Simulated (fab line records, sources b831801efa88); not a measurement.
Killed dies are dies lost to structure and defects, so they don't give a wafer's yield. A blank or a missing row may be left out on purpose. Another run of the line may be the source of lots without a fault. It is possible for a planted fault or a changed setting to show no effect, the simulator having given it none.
2 desks, one fault    flow sfqLine    each desk holds nothing but its own numbers, with what lay behind them at the end

## METROLOGY DESK
What the gauges read, lot by lot, whatever tool the lot ran on: means of the sampled wafers that have a number. If a lot's mean is further than 4 standard deviations from the usual mean, the lot is out of limits and carries the mark OUT (the distance appears in the brackets).
Columns: A = I0_BOW at SFQ_I0_BOW_MEAS_907, usual 1 um
lot   first seen here  A
L680  day 12 04:16     -3
L686  day 14 14:40     2
L687  day 15 04:58     1
L689  day 15 20:21     -2
L690  day 15 23:41     1
L691  day 16 07:58     -3
L692  day 16 16:23     -2
L695  day 17 16:12     -5
L696  day 17 21:36     2
L698  day 19 04:23     1
L699  day 19 10:24     0
L701  day 19 22:37     4
L703  day 21 01:59     4
This desk found nothing out of limits on any of the 13 lots.

## AT THE TOOL OWNER'S DESK: cmp-02
The tool's own readings at SFQ_TRILAYER_I2_CMP_CMP_064 (polishes SiO2): means of the sampled wafers that have a number, for each lot that ran on this tool. If a lot's mean is further than 4 standard deviations from the usual mean, the lot is out of limits and carries the mark OUT (the distance appears in the brackets).
Columns: A = edgeZonePressureFrac at SFQ_TRILAYER_I2_CMP_CMP_064, usual 0.999; B = motorCurrentA at SFQ_TRILAYER_I2_CMP_CMP_064, usual 10.1 A; C = slurryFilterDpKPa at SFQ_TRILAYER_I2_CMP_CMP_064, usual 13.50 kPa; D = timeToEndpointS at SFQ_TRILAYER_I2_CMP_CMP_064, usual 218 s
lot   first seen here  A      B     C      D
L680  day 30 03:50     0.993  9.9   13.48  217
L686  day 33 12:36     0.996  9.9   13.44  220
L689  day 34 16:46     0.997  9.8   13.51  217
L691  day 35 01:46     1.001  9.7   13.59  217
L692  day 35 08:46     0.998  10.1  13.45  227
L696  day 36 23:28     1.001  9.7   13.50  240
L698  day 44 06:49     0.998  9.9   13.48  209
This desk found nothing out of limits on any of the 7 lots.

## PUT TOGETHER
At the metrology desk, nothing out of limits was observed.
The tool owner's desk saw nothing out of limits.

## WHAT THE SIMULATOR HAD PUT IN
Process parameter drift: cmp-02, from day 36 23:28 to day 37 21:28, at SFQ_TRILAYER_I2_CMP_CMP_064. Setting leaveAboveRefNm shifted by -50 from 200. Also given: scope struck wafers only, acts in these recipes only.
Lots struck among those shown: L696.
